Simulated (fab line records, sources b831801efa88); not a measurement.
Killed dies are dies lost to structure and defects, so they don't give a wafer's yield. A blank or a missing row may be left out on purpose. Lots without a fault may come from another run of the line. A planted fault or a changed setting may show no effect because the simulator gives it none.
fab line records | flow sky130
record lots=4 wafers=12 last_day=50
route steps=708 shown VIA1@472 METAL2@483 VIA2@507 PAD_OPEN@708
lots that met no fault: from a run of the same line without faults
start_h: hours from the record's first day to the start of the lot's first wafer shown | wait_h: hours since the lot's step before | " the same as in the row above | L1.1+2: a row that stands for several wafers | - no value, or no start given | * or withheld: withheld | < > ~ a bound
route shown NAME@n: a module of which the file shows steps, and the number in the route of the first | usual: mean/standard deviation of fault-free wafers | same: alike in all rows | chamber/n: place in a boat | sites: the reading at each site | _std_site: their standard deviation | _edge_site: outer sites' mean less inner sites' | radius_mm: how far each site lies from the wafer's centre | mask NAME#n: copy n | behind: the tool/chamber that last shaped the wafer | hold: why the lot was held/for how many hours/how that ended | device: the transistor (n, p or np) that didn't switch | end of line: the same wafers' tests at the end of the route | a step without rows: its recipe alone | killed: dies lost to structure and defects at the first sort, not the wafer's yield | map: a wafer's dies, x killed, . not, _ none there
set.NAME: the setting as run; set.NAME@STEP: as run at that earlier step | model.NAME: the simulator's own value behind a step, which no gauge read
lots at some steps of the route; a table a step, a row a wafer
services: from which hour (start_h, from the record's first day; less than 0 if before it) a tool's chamber was out of use, for how many hours, and why
## steps
# step SKY_VIA1_ETCH_14
# recipe chemistry=N2/H2 target=BARC ion_energy_ev=200 source_w=500 bias_w=100 pressure_mtorr=30 n2_flow_sccm=100 h2_flow_sccm=200 stop_on=SiO2 time_s=45.9 target_depth_a=600
# step SKY_VIA1_ETCH_15
# recipe target=SiO2 chemistry=C4F8/O2/Ar target_depth_nm=351 stop_on=TiN mask_material=KrF-thick source_w=1500 bias_w=1200 pressure_mtorr=40 c4f8_flow_sccm=withheld O2_flow_sccm=6 Ar_flow_sccm=300 time_s=54
# step SKY_VIA1_STRIP_16
# recipe chemistry=O2/N2 power_w=1400 pressure_mtorr=1500 platen_temp_c=withheld o2_flow_sccm=3000 n2_flow_sccm=300 overash_fraction=0.5
# step SKY_VIA1_STRIP_17
# recipe chemistry=post_etch_residue_remover time_s=1200 temp_c=72.5
# step SKY_VIA1_CLEAN_18
# recipe chemistry=IPA time_s=180 temp_c=25
# step SKY_VIA1_CLEAN_19
# recipe chemistry=O3/DIW dry=n2_spin
# step SKY_VIA1_SPUTTER_20
# recipe material=TiN target_thk_nm=20 chamber_pressure_pa=5 power_w=4000 time_s=80
# step SKY_VIA1_CVD_21
# recipe material=W target_thk_nm=270 time_s=80.902 temp_c=400 pressure_torr=40
# step SKY_VIA1_CMP_24
# recipe stop_on=SiO2 t_overpolish_s=15 down_force_psi=3.5 platen_rpm=60 target_thk_nm=0 pad_velocity_m_s=0.94248
# usual motor_current_A=11.0/1.3 overpolish_run_s=15.001/0.0087 slurry_filter_dp_kPa=13.51/0.13 slurry_flow_ml_min=150.0/0.42 time_to_endpoint_s=65.8/2.8
# columns lot.wafer tool chamber start_h wait_h motor_current_A overpolish_run_s slurry_filter_dp_kPa slurry_flow_ml_min time_to_endpoint_s
L307.4 cmp-01 2 804.00 0.1 11.5 14.990 13.35 149.9 69.2
L307.3 " 3 " " 12.6 15.005 13.49 150.2 65.6
L307.6 " 2 " " 11.6 14.995 13.45 149.8 69.0
L317.3 cmp-01 1 869.52 0.0 8.9 14.986 13.20 149.7 63.1
L317.2 " 0 " " 10.7 14.999 13.43 150.0 65.6
L317.6 " 2 " " 10.9 14.988 13.41 150.6 66.5
L318.2 cmp-01 1 878.65 0.1 8.9 14.998 13.36 149.4 64.8
L318.1 " 2 " " 11.0 15.001 13.40 150.3 67.9
L318.6 " 0 " " 10.9 14.996 13.68 149.4 67.7
L329.2 cmp-01 0 959.67 0.0 11.1 15.004 13.32 150.3 62.0
L329.1 " 1 " " 9.1 15.005 13.63 150.1 60.9
L329.6 " 0 " " 11.4 15.003 13.47 150.6 60.1
# step SKY_METAL2_SPUTTER_00
# recipe material=Ti target_thk_nm=15 power_w=3000 time_s=10 chamber_pressure_pa=0.4
# step SKY_METAL2_SPUTTER_01
# recipe material=TiN target_thk_nm=20 power_w=6500 time_s=16.7 chamber_pressure_pa=0.4
# step SKY_METAL2_SPUTTER_02
# recipe material=AlCu target_thk_nm=250 power_w=10600 time_s=13.3 chamber_pressure_pa=0.4
# step SKY_METAL2_SPUTTER_03
# recipe material=Ti target_thk_nm=5 power_w=3000 time_s=3.3 chamber_pressure_pa=0.4
# step SKY_METAL2_SPUTTER_04
# recipe material=TiN target_thk_nm=70 power_w=6500 time_s=58.3 chamber_pressure_pa=0.4
# step SKY_METAL2_DEHYDRATE_07
# recipe temp_c=200 time_s=60
# step SKY_METAL2_HMDS_08
# recipe prime_time_s=60 prime_temp_c=120
# step SKY_METAL2_COAT_09
# recipe resist=BARC temp_c=withheld time_s=withheld spin_rpm=3000 resist_thk_nm=60
# step SKY_METAL2_COAT_10
# recipe resist=KrF-thick spin_rpm=3000 resist_thk_nm=450
# step SKY_METAL2_SOFTBAKE_11
# recipe temp_c=100 time_s=90 resist=KrF-thick
# step SKY_METAL2_EXPOSE_12
# recipe mask_id=MM2 na=0.8 source_shape=annular sigma_inner=0.55 sigma_outer=0.85 target_cd_nm=140 dose_mj=28
# step SKY_METAL2_PEB_13
# recipe peb_temp_c=withheld peb_time_s=withheld resist=KrF-thick
# step SKY_METAL2_DEVELOP_14
# recipe develop_time_s=60 resist=KrF-thick dev_temp_c=21
# step SKY_METAL2_DESCUM_17
# recipe chemistry=O2 source_power_w=150 bias_power_w=0 pressure_mtorr=10 temp_c=40 time_s=8
# step SKY_METAL2_ETCH_18
# recipe chemistry=N2/H2 target=BARC ion_energy_ev=200 bias_w=100 pressure_mtorr=30 n2_flow_sccm=100 h2_flow_sccm=200 icp_w=500 stop_on=SiO2 time_s=45.9 target_depth_a=600
# step SKY_METAL2_METAL_ETCH_19
# recipe target_depth_a=3600 stop_on=SiO2 over_etch_frac=0.3 time_s=78 chemistry=Cl2/BCl3 resist_sidewall_deg=88 pressure_mtorr=10 icp_w=900 bias_w=48.5 Cl2_flow_sccm=60 bcl3_flow_sccm=30
# step SKY_METAL2_STRIP_20
# recipe chemistry=O2/N2 power_w=1400 pressure_mtorr=1500 platen_temp_c=withheld o2_flow_sccm=3000 n2_flow_sccm=300 overash_fraction=0.5
# step SKY_METAL2_STRIP_21
# recipe chemistry=post_etch_residue_remover time_s=1200 temp_c=72.5
# step SKY_METAL2_CLEAN_22
# recipe chemistry=IPA time_s=180 temp_c=25
# step SKY_METAL2_CLEAN_23
# recipe chemistry=O3/DIW dry=n2_spin
# step SKY_VIA2_HDPCVD_00
# recipe material=SiO2 target_thk_nm=1180 sigma_open_frac=0.3 time_s=196.7 temp_c=400 sih4_flow_sccm=60 pressure_mtorr=6
# step SKY_VIA2_CMP_02
# recipe material=SiO2 down_force_psi=4 platen_rpm=60 pad_velocity_m_s=0.94248
# step SKY_VIA2_DEHYDRATE_04
# recipe temp_c=200 time_s=60
# step SKY_PAD_OPEN_PROBE_99
# usual defect_limited_yield=82.0/2.1 killed_at_M0_to_M3=45/7 killed_at_M4_up=3.4/1.8 killed_at_contacts=24/5.4 killed_at_front_end=16/4.8 killed_at_other=0.4/0.62 killed_dies=89/10 killed_on_rim=17/3.5 killed_open=48/7.2 killed_short=40/6.3 sort_bin_3_pad_short=0.9/0.39 sort_bin_5_function=10.7/1.5 sort_bin_6_memory=6.4/1.1 sort_n_pass=403/10 sort_yield_pct=82.0/2.1
# same gross_dies=492 killed_at_back_side=0 sort_bin_4_leakage[%]=0 sort_bin_8_speed[%]=0
# columns lot.wafer tool chamber start_h wait_h defect_limited_yield[%] killed_at_M0_to_M3 killed_at_M4_up killed_at_contacts killed_at_front_end killed_at_other killed_dies killed_on_rim killed_open killed_short sort_bin_3_pad_short[%] sort_bin_5_function[%] sort_bin_6_memory[%] sort_n_pass sort_yield_pct[%] model.etest.tester.sort_n_pass model.etest.tester.sort_yield_pct model.etest.tester.sort_bin_5_pct model.etest.tester.sort_bin_6_pct model.etest.tester.sort_bin_3_pct
L307.3 prober-01 - 1081.52 0.2 80.3 50 3 26 18 0 97 19 56 41 1.0 10.8 7.9 395 80.3 395 80.28 10.77 7.927 1.016
L307.4 prober-01 - 1081.57 0.2 84.1 39 5 21 12 1 78 13 41 37 0.8 10.0 5.1 414 84.1 414 84.15 9.959 5.081 0.813
L307.6 prober-01 - 1081.67 0.2 80.9 43 3 24 23 1 94 27 46 48 1.2 12.6 5.3 398 80.9 398 80.89 12.6 5.285 1.22
L317.2 prober-02 - 1133.40 0.1 83.9 38 0 23 18 0 79 14 43 36 0.8 9.3 5.9 413 83.9 413 83.94 9.35 5.894 0.813
L317.3 prober-02 - 1133.45 0.2 81.3 56 1 26 9 0 92 17 49 43 0.8 11.0 6.9 400 81.3 400 81.3 10.98 6.911 0.813
L317.6 prober-02 - 1133.60 0.2 31.3 310 3 14 11 0 338 70 36 36 6.3 42.7 19.7 154 31.3 154 31.3 42.68 19.72 6.301
L318.1 prober-02 - 1141.49 0.1 35.2 292 2 13 12 0 319 56 26 24 5.5 40.9 18.5 173 35.2 173 35.16 40.85 18.5 5.488
L318.2 prober-02 - 1141.54 0.1 79.9 45 4 30 19 1 99 24 56 43 0.8 13.0 6.3 393 79.9 393 79.88 13.01 6.301 0.813
L318.6 prober-02 - 1141.74 0.2 84.6 43 0 19 14 0 76 15 45 31 0.6 9.3 5.5 416 84.6 416 84.55 9.35 5.488 0.6098
L329.1 prober-01 - 1196.17 0.1 84.1 35 1 30 12 0 78 13 41 37 0.4 9.1 6.3 414 84.1 414 84.15 9.146 6.301 0.4065
L329.2 prober-01 - 1196.22 0.1 82.7 41 3 27 14 0 85 17 48 37 0.8 8.3 8.1 407 82.7 407 82.72 8.333 8.13 0.813
L329.6 prober-01 - 1196.42 0.2 79.5 45 7 29 20 0 101 16 55 46 0.4 12.4 7.7 391 79.5 391 79.47 12.4 7.724 0.4065
# killed by level:class
L307.3 LI_CONTACT:geometric_particle:open=12 VIA1:geometric_particle:open=9 POLY_GATE:geometric_particle:short=7 CONTACT:geometric_particle:open=7 VIA2:geometric_particle:open=7 VIA3:geometric_particle:open=7 LOCAL_INTERCONNECT:geometric_particle:short=5 VIA1:geometric_particle:short=5
L307.4 CONTACT:geometric_particle:open=8 VIA2:geometric_particle:open=8 VIA1:geometric_particle:open=7 CONTACT:geometric_particle:short=6 LI_CONTACT:geometric_particle:open=5 VIA3:geometric_particle:open=5 POLY_GATE:geometric_particle:short=4 METAL2:geometric_particle:short=4
L307.6 VIA1:geometric_particle:open=12 POLY_GATE:geometric_particle:short=9 CONTACT:geometric_particle:open=7 POLY_GATE:geometric_particle:open=5 LI_CONTACT:geometric_particle:short=5 LI_CONTACT:geometric_particle:open=5 METAL1:geometric_particle:short=5 METAL2:geometric_particle:short=5
L317.2 VIA2:geometric_particle:open=9 LI_CONTACT:geometric_particle:open=8 CONTACT:geometric_particle:open=6 VIA3:geometric_particle:open=6 CONTACT:geometric_particle:short=5 FIELD_ISO:geometric_particle:short=4 METAL1:geometric_particle:short=4 VIA1:geometric_particle:open=4
L317.3 VIA2:geometric_particle:open=12 VIA1:geometric_particle:open=12 VIA3:geometric_particle:open=9 CONTACT:geometric_particle:short=9 VIA1:geometric_particle:short=9 LI_CONTACT:geometric_particle:open=7 LOCAL_INTERCONNECT:geometric_particle:short=4 METAL1:geometric_particle:short=4
L317.6 VIA1:unspecified=266 VIA1:geometric_particle:open=12 METAL1:geometric_particle:short=6 VIA2:geometric_particle:open=5 VIA1:geometric_particle:short=5 LI_CONTACT:geometric_particle:open=4 CONTACT:geometric_particle:open=4 VIA2:geometric_particle:short=4
L318.1 VIA1:unspecified=269 VIA2:geometric_particle:open=6 CONTACT:geometric_particle:short=5 VIA3:geometric_particle:open=5 FIELD_ISO:geometric_particle:short=4 POLY_GATE:geometric_particle:open=4 CONTACT:geometric_particle:open=4 LOCAL_INTERCONNECT:geometric_particle:short=3
L318.2 CONTACT:geometric_particle:open=12 VIA1:geometric_particle:open=11 VIA2:geometric_particle:open=10 CONTACT:geometric_particle:short=7 VIA1:geometric_particle:short=6 METAL1:geometric_particle:short=6 FIELD_ISO:geometric_particle:short=5 POLY_GATE:geometric_particle:open=5
L318.6 VIA1:geometric_particle:open=14 CONTACT:geometric_particle:short=6 VIA2:geometric_particle:open=6 FIELD_ISO:geometric_particle:open=5 LI_CONTACT:geometric_particle:open=5 VIA3:geometric_particle:open=5 CONTACT:geometric_particle:open=4 METAL1:geometric_particle:short=4
L329.1 CONTACT:geometric_particle:open=9 VIA1:geometric_particle:open=7 CONTACT:geometric_particle:short=6 LI_CONTACT:geometric_particle:open=6 LOCAL_INTERCONNECT:geometric_particle:short=6 METAL1:geometric_particle:short=5 VIA1:geometric_particle:short=5 VIA2:geometric_particle:open=5
L329.2 VIA1:geometric_particle:open=12 VIA2:geometric_particle:open=9 CONTACT:geometric_particle:short=8 CONTACT:geometric_particle:open=8 POLY_GATE:geometric_particle:short=6 VIA3:geometric_particle:open=6 LI_CONTACT:geometric_particle:open=5 LOCAL_INTERCONNECT:geometric_particle:short=3
L329.6 VIA1:geometric_particle:open=15 LI_CONTACT:geometric_particle:open=10 LOCAL_INTERCONNECT:geometric_particle:short=8 VIA1:geometric_particle:short=7 VIA3:geometric_particle:open=6 VIA2:geometric_particle:open=6 FIELD_ISO:geometric_particle:open=5 CONTACT:geometric_particle:open=5
# map L317.6 (x killed, . not)
__________xx.xx.xx.x_________
________.xxxx..x.x.xxx_______
______xxx..x...x..xxxxxx_____
_____x..x...xxx..xxxxxx.x____
____.xxx.x.xx.x.xx..xxxx.x___
___xxxx.xxxxxxxx.xxxxx.x.xx__
__xxxxxx.x.xxxxx.x....xxxxx._
_..xxxxxx.xxx..x...x.xxxx.xxx
_x.xxxx.xxxxxx.x.xxx.xx.xx.xx
_xxx.xx...xxx.x.xx.xxx.xxx.xx
_xxx..xxx..xxx.x...x..xxxx..x
_xxx.xx.xxxxx..x.xxxxxxxxxxxx
_x....xxxx..x.xxxxxxxxxxx.x..
_..xx...xxxx.x.xxxxxxxxxx.xxx
_xx..xxxxxx.xx.xxxxxxx..x..xx
__..xxxxx.x.xxx.xxx.xx.x.xxx_
___..xx.xxxx.x.x.x..x.xxxx.__
____x..x.xxxxx.xx.xx.xx.xx___
_____xxxxxxxxxxx.xxxx.x.x____
______.x.x..xx.xxxx.xxxx_____
________xx..x..xx.xxxx_______
__________xx..xxxxx._________
# map L318.1 (x killed, . not)
__________..xxxxx.xx_________
________xxx.xx.x.x...x_______
______....x.x.xx..xx.xxx_____
_____x.x.xxx.xx.xxxx...x.____
____xx.x.x..x...xx.x.xxx.x___
___.xxxxxxx.x.xxxxxxxxx.xx.__
__..xxx..xxxxxx.xxxxxx.xxx.._
_.x..xxxxxxxxxx.x.x..xxxxx.xx
_x.xx.xx..xxxxxxxxxxx..xx..x.
_xx...xx..xx.x..xx..xx.xx..xx
_xxxxxx.x.xx.xxxxxxx.xxxx.x..
_x.xxxxxxx..xx..x..xx..x.xxx.
_.x.xxxx...x.xxxxxxxxxxx.xxx.
_xxxxxxxx..x.xxxxxx...xxxxxxx
_.xx.x.x..xxx.xxx....x..xxxxx
__xxx.xx....xxxxxx..xxxxx.xx_
___x.xxxxxxx.xx..xx.x.xxxxx__
____x.x..x..xx.x.x.xx...x.___
_____xxxx.....xxxxxxx.xx.____
______.x.xxxx.x.x..xx.x._____
________x..x.xxxxxxxxx_______
__________xx.xx....._________
## services
# columns tool chamber start_h hours kind
cmp-01 - 822.74 0.8 repair
cmp-01 - 906.57 0.6 repair
cmp-01 - 911.36 4.8 pm
## key
first_sign step=SKY_PAD_OPEN_PROBE_99 reading=killed_at_M0_to_M3 direction=up sigmas=36 usual=45 struck=301
effect step=SKY_PAD_OPEN_PROBE_99 reading=killed_dies direction=up sigmas=24 usual=89 struck=328
model_effect step=SKY_PAD_OPEN_PROBE_99 value=etest.tester.sort_n_pass without=403.5 struck=163.5
met_at SKY_VIA1_CMP_24
struck_wafers L317.6,L318.1
onset_between 804.00 869.52
fault kind=chamber_particle_source tool=cmp-01 chamber=2 onset_h=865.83 steps=SKY_VIA1_CMP_24 rate_per_visit_cm2=1.6465 end_h=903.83
